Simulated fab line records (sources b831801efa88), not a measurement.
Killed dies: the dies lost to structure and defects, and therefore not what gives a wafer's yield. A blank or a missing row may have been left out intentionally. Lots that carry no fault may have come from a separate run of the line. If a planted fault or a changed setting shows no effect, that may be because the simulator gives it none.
fab line records + flow sky130
[record]
- lots = 6
- wafers = 18
- last-day = 49
route steps=708 shown POLY_GATE@219 PAD_OPEN@708
lots with no fault: from the same line, run without faults
start-h: hours from the record's opening day to when the first of the lot's shown wafers began + wait-h: hours elapsed since this lot's preceding step + " repeats the value in the row above + L1.1+2: one row covering several wafers at once + - no value present, or no start provided + * or withheld: withheld + < > ~ a bound
route shown NAME@n: names a module that has steps shown in the file, with the first one's number in the route + usual: average and standard deviation across the fault-free wafers + same: alike in all rows + chamber/n: place in a boat + sites: readings site by site + _std_site: the values' standard deviation + _edge_site: outer sites' mean less inner sites' + radius-mm: for every site, how far away it sits from the centre of the wafer + mask NAME#n: copy n + behind: tool/chamber where the wafer was last shaped + hold: the reason the lot was held/the length of the hold in hours/how it ended + device: names the non-switching transistor (n, p or np) + end of line: tests of these same wafers at the route's end + a step without rows: its recipe alone + killed: at the first sort, the dies lost to defects and structure; wafer yield is something else + map: per-die view of a wafer (x killed, . not killed, _ where there is no die)
set.NAME: setting as actually run; set.NAME@STEP: the setting as run at that earlier step + model.NAME: the simulator's own value behind a step, which no gauge read
lots at some steps of the route; a table a step, a row a wafer
services: the hour from which a tool's chamber was out of use, counted from the record's first day as start-h (under 0 if before that day), plus the number of hours and why
[[steps]]
[step SKY_POLY_GATE_DEHYDRATE_05]
[recipe]
- temp-c = 200
- time-s = 60
[step SKY_POLY_GATE_HMDS_06]
[recipe]
- prime-time-s = 60
- prime-temp-c = 120
[step SKY_POLY_GATE_COAT_07]
[recipe]
- resist = BARC
- temp-c = withheld
- time-s = withheld
- spin-rpm = 3000
- resist-thk-nm = 110
[step SKY_POLY_GATE_COAT_08]
[recipe]
- resist = KrF-thick
- spin-rpm = 3000
- resist-thk-nm = 450
[step SKY_POLY_GATE_SOFTBAKE_09]
[recipe]
- temp-c = 100
- time-s = 90
- resist = KrF-thick
[step SKY_POLY_GATE_EXPOSE_10]
[recipe]
- mask-id = P1M
- na = 0.68
- source-shape = conventional
- sigma-outer = 0.6
- target-cd-nm = 150
- dose-mj = 28
[step SKY_POLY_GATE_PEB_11]
[recipe]
- peb-temp-c = withheld
- peb-time-s = withheld
- resist = KrF-thick
[step SKY_POLY_GATE_DEVELOP_12]
[recipe]
- develop-time-s = 60
- resist = KrF-thick
- dev-temp-c = 21
[step SKY_POLY_GATE_CD_MEAS_13]
[recipe]
- target-cd-nm = 150
[usual]
- cd-nm = 149.7/1.1
| lot.wafer | tool      | chamber | start-h | wait-h | cd-nm |
|-----------|-----------|---------|---------|--------|-------|
| L631.2    | cd-sem-01 | -       | 412.52  | -      | 148.9 |
| L631.3    | "         | -       | "       | "      | 149.3 |
| L631.6    | "         | -       | "       | "      | 150.4 |
| L633.1    | cd-sem-01 | -       | 436.10  | -      | 150.4 |
| L633.4    | "         | -       | "       | "      | 149.4 |
| L633.6    | "         | -       | "       | "      | 151.0 |
| L638.1    | cd-sem-02 | -       | 475.80  | -      | 151.1 |
| L638.3    | "         | -       | "       | "      | 150.1 |
| L638.6    | "         | -       | "       | "      | 150.4 |
| L640.4    | cd-sem-01 | -       | 502.01  | -      | 149.5 |
| L640.5    | "         | -       | "       | "      | 150.4 |
| L640.6    | "         | -       | "       | "      | 150.6 |
| L641.1    | cd-sem-02 | -       | 512.25  | -      | 148.2 |
| L641.2    | "         | -       | "       | "      | 148.2 |
| L641.4    | "         | -       | "       | "      | 147.6 |
| L643.2    | cd-sem-01 | -       | 525.48  | -      | 150.2 |
| L643.4    | "         | -       | "       | "      | 149.4 |
| L643.5    | "         | -       | "       | "      | 150.2 |
[step SKY_POLY_GATE_OVL_MEAS_14]
[usual]
- POLY_GATE_OVL = 2/5
| lot.wafer | tool       | chamber | start-h | wait-h | POLY_GATE_OVL[nm] |
|-----------|------------|---------|---------|--------|-------------------|
| L631.2    | overlay-01 | -       | 412.63  | 0.1    | 3                 |
| L631.3    | "          | -       | "       | "      | -4                |
| L631.6    | "          | -       | "       | "      | 6                 |
| L633.1    | overlay-02 | -       | 436.22  | 0.1    | 3                 |
| L633.4    | "          | -       | "       | "      | 1                 |
| L633.6    | "          | -       | "       | "      | 4                 |
| L638.1    | overlay-01 | -       | 475.92  | 0.1    | 6                 |
| L638.3    | "          | -       | "       | "      | 4                 |
| L638.6    | "          | -       | "       | "      | -3                |
| L640.4    | overlay-02 | -       | 502.08  | 0.1    | 2                 |
| L640.5    | "          | -       | "       | "      | 3                 |
| L640.6    | "          | -       | "       | "      | 5                 |
| L641.1    | overlay-01 | -       | 512.37  | 0.1    | 1                 |
| L641.2    | "          | -       | "       | "      | 7                 |
| L641.4    | "          | -       | "       | "      | 6                 |
| L643.2    | overlay-02 | -       | 525.59  | 0.1    | 6                 |
| L643.4    | "          | -       | "       | "      | 8                 |
| L643.5    | "          | -       | "       | "      | 16                |
[step SKY_POLY_GATE_ETCH_15]
[recipe]
- chemistry = N2/H2
- target = BARC
- ion-energy-ev = 200
- source-w = 500
- bias-w = 96.25
- pressure-mtorr = 30
- n2-flow-sccm = 100
- h2-flow-sccm = 200
- stop-on = SiO2
- time-s = 118.5
- target-depth-a = 1100
[usual]
- bias-w = 96.29/0.29
- drypump-motor-current-A = 5.5/0.48
- h2-flow-sccm = 200.0/0.49
- oes-product-au = 0.716/0.0049
- throttle-valve-pct = 13.214/0.0094
| lot.wafer | tool        | chamber | start-h | wait-h | bias-w | drypump-motor-current-A | h2-flow-sccm | oes-product-au | rf-hours-counter-h | throttle-valve-pct |
|-----------|-------------|---------|---------|--------|--------|-------------------------|--------------|----------------|--------------------|--------------------|
| L631.2    | rie-diel-03 | 2       | 412.66  | 0.0    | 96.61  | 4.6                     | 200.5        | 0.722          | 7                  | 13.218             |
| L631.3    | "           | 3       | "       | "      | 96.22  | 5.8                     | 200.4        | 0.713          | 12                 | 13.205             |
| L631.6    | "           | 2       | "       | "      | 96.14  | 4.6                     | 200.0        | 0.721          | -                  | 13.221             |
| L633.1    | rie-diel-03 | 1       | 436.26  | 0.0    | 96.69  | 5.6                     | 199.1        | 0.714          | 14                 | 13.225             |
| L633.4    | "           | 2       | "       | "      | 96.67  | 4.6                     | 199.4        | 0.720          | 8                  | 13.206             |
| L633.6    | "           | 2       | "       | "      | 96.83  | 4.6                     | 199.7        | 0.715          | -                  | 13.229             |
| L638.1    | rie-diel-03 | 1       | 475.95  | 0.0    | 96.61  | 5.6                     | 199.5        | 0.713          | 15                 | 13.213             |
| L638.3    | "           | 0       | "       | "      | 96.29  | 5.9                     | 199.3        | 0.714          | 17                 | 13.211             |
| L638.6    | "           | 1       | "       | "      | 96.47  | 5.6                     | 200.4        | 0.722          | -                  | 13.216             |
| L640.4    | rie-diel-03 | 0       | 502.10  | 0.0    | 95.80  | 5.9                     | 200.4        | 0.710          | 17                 | 13.221             |
| L640.5    | "           | 2       | "       | "      | 96.48  | 4.7                     | 199.3        | 0.711          | -                  | 13.218             |
| L640.6    | "           | 1       | "       | "      | 96.11  | 5.6                     | 200.1        | 0.722          | -                  | 13.209             |
| L641.1    | rie-diel-03 | 1       | 512.40  | 0.0    | 96.04  | 5.6                     | 200.1        | 0.716          | 16                 | 13.208             |
| L641.2    | "           | 0       | "       | "      | 96.19  | 5.9                     | 200.1        | 0.712          | 17                 | 13.229             |
| L641.4    | "           | 3       | "       | "      | 96.55  | 5.9                     | 200.0        | 0.717          | 13                 | 13.208             |
| L643.2    | rie-diel-01 | 0       | 525.62  | 0.0    | 96.03  | 6.0                     | 199.3        | 0.716          | 13                 | 13.212             |
| L643.4    | "           | 1       | "       | "      | 96.53  | 5.7                     | 200.0        | 0.707          | -                  | 13.212             |
| L643.5    | "           | 3       | "       | "      | 96.46  | 5.6                     | 200.1        | 0.712          | -                  | 13.208             |
[step SKY_POLY_GATE_ETCH_16]
[recipe]
- stop-on = poly-Si
- chemistry = CH3F/O2
- target = Si3N4
- source-w = 400
- bias-w = 80
- pressure-mtorr = 25
- ch3f-flow-sccm = 40
- O2_flow_sccm = 30
- time-s = 147.5
- target-depth-a = 750
[usual]
- bias-w = 79.97/0.25
- ch3f-flow-sccm = 39.98/0.12
- drypump-motor-current-A = 5.5/0.48
- oes-product-au = 0.641/0.0053
- throttle-valve-pct = 10.534/0.009
| lot.wafer | tool        | chamber | start-h | wait-h | bias-w | ch3f-flow-sccm | drypump-motor-current-A | oes-product-au | rf-hours-counter-h | throttle-valve-pct |
|-----------|-------------|---------|---------|--------|--------|----------------|-------------------------|----------------|--------------------|--------------------|
| L631.2    | rie-diel-03 | 2       | 412.74  | 0.0    | 79.89  | 40.22          | 4.6                     | 0.640          | 7                  | 10.526             |
| L631.3    | "           | 3       | "       | "      | 80.67  | 40.14          | 5.8                     | 0.646          | 12                 | 10.522             |
| L631.6    | "           | 2       | "       | "      | 79.96  | 40.01          | 4.6                     | 0.635          | -                  | 10.535             |
| L633.1    | rie-diel-03 | 1       | 436.34  | 0.0    | 79.65  | 39.84          | 5.6                     | 0.643          | 14                 | 10.531             |
| L633.4    | "           | 2       | "       | "      | 79.85  | 40.12          | 4.6                     | 0.638          | 8                  | 10.543             |
| L633.6    | "           | 2       | "       | "      | 79.48  | 40.26          | 4.6                     | 0.643          | -                  | 10.521             |
| L638.1    | rie-diel-03 | 1       | 476.03  | 0.0    | 80.08  | 39.98          | 5.6                     | 0.647          | 15                 | 10.528             |
| L638.3    | "           | 0       | "       | "      | 79.47  | 39.96          | 5.9                     | 0.634          | 17                 | 10.540             |
| L638.6    | "           | 1       | "       | "      | 79.73  | 39.96          | 5.6                     | 0.643          | -                  | 10.549             |
| L640.4    | rie-diel-03 | 0       | 502.18  | 0.0    | 80.00  | 39.83          | 6.0                     | 0.640          | 17                 | 10.542             |
| L640.5    | "           | 2       | "       | "      | 79.80  | 39.97          | 4.6                     | 0.648          | -                  | 10.521             |
| L640.6    | "           | 1       | "       | "      | 79.96  | 40.18          | 5.6                     | 0.648          | -                  | 10.541             |
| L641.1    | rie-diel-03 | 1       | 512.48  | 0.0    | 80.23  | 40.02          | 5.6                     | 0.639          | 16                 | 10.535             |
| L641.2    | "           | 0       | "       | "      | 79.96  | 39.93          | 5.9                     | 0.633          | 17                 | 10.534             |
| L641.4    | "           | 3       | "       | "      | 79.68  | 40.17          | 5.8                     | 0.643          | 13                 | 10.528             |
| L643.2    | rie-diel-01 | 0       | 525.70  | 0.0    | 80.08  | 40.14          | 6.0                     | 0.644          | 14                 | 10.531             |
| L643.4    | "           | 1       | "       | "      | 80.18  | 39.86          | 5.7                     | 0.643          | -                  | 10.530             |
| L643.5    | "           | 3       | "       | "      | 80.18  | 39.97          | 5.5                     | 0.641          | -                  | 10.523             |
[step SKY_POLY_GATE_ETCH_17]
[recipe]
- target-depth-nm = 180
- stop-on = SiO2
- over-etch-frac = 0.56667
- chemistry = HBr/Cl2
- target = poly-Si
- icp-w = 400
- bias-w = 100
- pressure-mtorr = 10
- HBr_flow_sccm = 150
- Cl2_flow_sccm = 50
- time-s = 70.5
[usual]
- bias-w = 100.00/0.29
- drypump-motor-current-A = 5.7/0.46
- oes-product-au = 0.989/0.0066
- over-etch-frac = 0.56667/0
- throttle-valve-pct = 33.684/0.0099
| lot.wafer | tool      | chamber | start-h | wait-h | bias-w | drypump-motor-current-A | oes-product-au | over-etch-frac | rf-hours-counter-h | throttle-valve-pct | model.etch.depth-nm | model.POLY_GATE.feature-depth-nm |
|-----------|-----------|---------|---------|--------|--------|-------------------------|----------------|----------------|--------------------|--------------------|---------------------|----------------------------------|
| L631.2    | rie-si-02 | 0       | 412.84  | 0.0    | 99.44  | 5.8                     | 0.992          | 0.56667        | 3                  | 33.678             | 179.2               | 179.2                            |
| L631.3    | "         | 2       | "       | "      | 100.24 | 6.4                     | 0.994          | 0.56667        | 2                  | 33.684             | 180.4               | 180.4                            |
| L631.6    | "         | 1       | "       | "      | 100.30 | 5.3                     | 0.993          | 0.56667        | -                  | 33.693             | 180.8               | 180.8                            |
| L633.1    | rie-si-01 | 2       | 436.44  | 0.0    | 100.04 | 5.6                     | 0.994          | 0.56667        | 3                  | 33.698             | 181.3               | 181.3                            |
| L633.4    | "         | 1       | "       | "      | 99.79  | 5.1                     | 0.991          | 0.56667        | 59                 | 33.688             | 181                 | 181                              |
| L633.6    | "         | 1       | "       | "      | 99.55  | 5.1                     | 1.006          | 0.56667        | -                  | 33.681             | 181.6               | 181.6                            |
| L638.1    | rie-si-02 | 3       | 476.13  | 0.0    | 99.44  | 6.3                     | 0.989          | 0.52896        | 7                  | 33.671             | 174.5               | 174.5                            |
| L638.3    | "         | 2       | "       | "      | 99.85  | 6.4                     | 1.005          | 0.52896        | 3                  | 33.693             | 178.3               | 178.3                            |
| L638.6    | "         | 1       | "       | "      | 99.81  | 5.4                     | 0.998          | 0.52896        | -                  | 33.684             | 176.5               | 176.5                            |
| L640.4    | rie-si-02 | 2       | 502.28  | 0.0    | 100.78 | 6.4                     | 1.009          | 0.52896        | 3                  | 33.689             | 179.9               | 179.9                            |
| L640.5    | "         | 1       | "       | "      | 99.82  | 5.3                     | 1.006          | 0.52896        | -                  | 33.688             | 176.7               | 176.7                            |
| L640.6    | "         | 2       | "       | "      | 99.52  | 6.5                     | 1.007          | 0.52896        | -                  | 33.685             | 180.5               | 180.5                            |
| L641.1    | rie-si-01 | 0       | 512.58  | 0.0    | 99.83  | 5.5                     | 0.986          | 0.56667        | 4                  | 33.690             | 178.1               | 178.1                            |
| L641.2    | "         | 1       | "       | "      | 99.94  | 5.1                     | 0.985          | 0.56667        | 0                  | 33.673             | 177.4               | 177.4                            |
| L641.4    | "         | 3       | "       | "      | 99.86  | 5.4                     | 0.989          | 0.56667        | 4                  | 33.674             | 177.6               | 177.6                            |
| L643.2    | rie-si-01 | 2       | 525.80  | 0.0    | 100.66 | 5.6                     | 0.997          | 0.56667        | 3                  | 33.669             | 179.4               | 179.4                            |
| L643.4    | "         | 3       | "       | "      | 99.54  | 5.4                     | 0.987          | 0.56667        | 4                  | 33.690             | 179.4               | 179.4                            |
| L643.5    | "         | 2       | "       | "      | 100.04 | 5.5                     | 0.979          | 0.56667        | -                  | 33.694             | 177.7               | 177.7                            |
[step SKY_POLY_GATE_STRIP_18]
[recipe]
- chemistry = O2/N2
- power-w = 1400
- pressure-mtorr = 1500
- platen-temp-c = withheld
- o2-flow-sccm = 3000
- n2-flow-sccm = 300
- overash-fraction = 0.5
[usual]
- drypump-motor-current-A = 5.7/0.5
- oes-product-au = 0.360/0.0048
- strip-time-to-endpoint-s = 3.17/0.034
[same]
- overash-fraction = 0.5
| lot.wafer | tool            | chamber | start-h | wait-h | drypump-motor-current-A | oes-product-au | rf-hours-counter-h | strip-time-to-endpoint-s |
|-----------|-----------------|---------|---------|--------|-------------------------|----------------|--------------------|--------------------------|
| L631.2    | plasma-asher-02 | 0       | 412.89  | 0.0    | 6.2                     | 0.362          | 59                 | 3.17                     |
| L631.3    | "               | 1       | "       | "      | 6.2                     | 0.360          | -                  | 3.17                     |
| L631.6    | "               | 0       | "       | "      | 6.3                     | 0.361          | -                  | 3.16                     |
| L633.1    | plasma-asher-04 | 1       | 436.49  | 0.0    | 5.4                     | 0.366          | 32                 | 3.19                     |
| L633.4    | "               | 1       | "       | "      | 5.4                     | 0.366          | -                  | 3.15                     |
| L633.6    | "               | 1       | "       | "      | 5.4                     | 0.361          | -                  | 3.12                     |
| L638.1    | plasma-asher-02 | 0       | 476.19  | 0.0    | 6.3                     | 0.359          | 65                 | 3.23                     |
| L638.3    | "               | 1       | "       | "      | 6.2                     | 0.361          | -                  | 3.17                     |
| L638.6    | "               | 0       | "       | "      | 6.2                     | 0.354          | -                  | 3.24                     |
| L640.4    | plasma-asher-02 | 1       | 502.37  | 0.1    | 6.2                     | 0.366          | -                  | 3.16                     |
| L640.5    | "               | 0       | "       | "      | 6.3                     | 0.362          | -                  | 3.16                     |
| L640.6    | "               | 1       | "       | "      | 6.1                     | 0.356          | -                  | 3.20                     |
| L641.1    | plasma-asher-04 | 1       | 512.64  | 0.0    | 5.4                     | 0.363          | 41                 | 3.25                     |
| L641.2    | "               | 0       | "       | "      | 5.0                     | 0.358          | 41                 | 3.17                     |
| L641.4    | "               | 0       | "       | "      | 5.0                     | 0.372          | -                  | 3.17                     |
| L643.2    | plasma-asher-01 | 0       | 525.86  | 0.0    | 5.5                     | 0.356          | 81                 | 3.16                     |
| L643.4    | "               | 1       | "       | "      | 6.2                     | 0.354          | -                  | 3.14                     |
| L643.5    | "               | 1       | "       | "      | 6.2                     | 0.359          | -                  | 3.13                     |
[step SKY_PAD_OPEN_PROBE_99]
[usual]
- killed_at_M0_to_M3 = 44/7.4
- killed_at_M4_up = 3.2/1.8
- killed-at-contacts = 25/5.2
- killed-at-front-end = 15/4.5
- killed-at-other = 0.2/0.43
- killed-dies = 87/9.6
- killed-open = 48/7.6
- killed-short = 40/5.7
[same]
- gross-dies = 492
- killed-at-back-side = 0
| lot.wafer | tool      | chamber | start-h | wait-h | killed_at_M0_to_M3 | killed_at_M4_up | killed-at-contacts | killed-at-front-end | killed-at-other | killed-dies | killed-open | killed-short |
|-----------|-----------|---------|---------|--------|--------------------|-----------------|--------------------|---------------------|-----------------|-------------|-------------|--------------|
| L641.1    | prober-02 | -       | 1169.28 | 0.1    | 38                 | 5               | 28                 | 11                  | 1               | 83          | 48          | 35           |
| L641.2    | prober-02 | -       | 1169.33 | 0.1    | 42                 | 3               | 24                 | 21                  | 1               | 91          | 52          | 39           |
| L641.4    | prober-02 | -       | 1169.43 | 0.2    | 39                 | 4               | 30                 | 12                  | 0               | 85          | 50          | 35           |
// killed by level:class
L641.1 LI_CONTACT:geometric-particle:open=10 VIA1:geometric-particle:open=8 VIA2:geometric-particle:open=8 VIA3:geometric-particle:open=7 CONTACT:geometric-particle:open=6 VIA3:geometric-particle:short=4 LI_CONTACT:geometric-particle:short=4 METAL2:geometric-particle:short=4
L641.2 CONTACT:geometric-particle:open=9 VIA1:geometric-particle:open=9 LI_CONTACT:geometric-particle:open=8 VIA3:geometric-particle:open=7 VIA2:geometric-particle:open=6 FIELD_ISO:geometric-particle:short=5 POLY_GATE:geometric-particle:open=5 METAL2:geometric-particle:short=5
L641.4 CONTACT:geometric-particle:open=14 METAL1:geometric-particle:short=7 VIA2:geometric-particle:open=7 VIA3:geometric-particle:open=7 LI_CONTACT:geometric-particle:open=6 CONTACT:geometric-particle:short=6 VIA1:geometric-particle:open=5 METAL2:geometric-particle:short=4
[[services]]
| tool            | chamber | start-h | hours | kind           |
|-----------------|---------|---------|-------|----------------|
| rie-diel-01     | 1       | 393.61  | -     | clean          |
| rie-diel-01     | 1       | 393.61  | 22.4  | scheduled-down |
| rie-diel-01     | 1       | 393.61  | 22.4  | vent-cycle     |
| plasma-asher-01 | -       | 414.34  | 14.6  | pm             |
| rie-diel-01     | 2       | 422.46  | 1.4   | repair         |
| rie-si-02       | 1       | 423.92  | 6.7   | repair         |
| plasma-asher-02 | -       | 439.47  | 21.2  | repair         |
| plasma-asher-01 | -       | 453.33  | 28.1  | pm             |
| rie-si-02       | -       | 471.14  | 0.2   | repair         |
| rie-si-01       | 1       | 480.67  | -     | clean          |
| rie-si-01       | 1       | 480.67  | 20.4  | scheduled-down |
| rie-si-01       | 1       | 480.67  | 20.4  | vent-cycle     |
| rie-diel-03     | -       | 491.76  | 2.8   | pm             |
| rie-diel-03     | 1       | 514.22  | 47.6  | repair         |
| rie-diel-01     | 2       | 515.14  | 32.6  | repair         |
| rie-diel-03     | 2       | 523.45  | 2.3   | repair         |
[[key]]
[first-sign]
- step = SKY_POLY_GATE_ETCH_17
- reading = over-etch-frac
- direction = down
- sigmas = 99+
- usual = 0.56667
- struck = 0.52896
[effect]
- step = SKY_POLY_GATE_ETCH_17
- reading = oes-product-au
- direction = up
- sigmas = 1.9
- usual = 0.989
- struck = 1.002
[model-effect]
- step = SKY_POLY_GATE_ETCH_17
- value = etch.depth-nm
- without = 180.2
- struck = 177.7
met-at SKY_POLY_GATE_ETCH_17
struck-wafers L638.1,L638.3,L638.6,L640.4,L640.5,L640.6
tester-left-out L638,L640
onset-between 412.84 476.13
[fault]
- kind = process-parameter-drift
- tool = rie-si-02
- chamber = -
- onset-h = 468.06
- steps = SKY_POLY_GATE_ETCH_17
- channel = over-etch-frac
- offset = -0.037706
- shape = step
- end-h = 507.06
- stated = 0.56667
// tester-left-out: of these lots the tester's yield and bins aren't shown, on N5 and GAA mostly nor the transistor test; their killed dies are dies lost to structure and defects alone, not to doping, threshold or leakage, so they don't give the yield
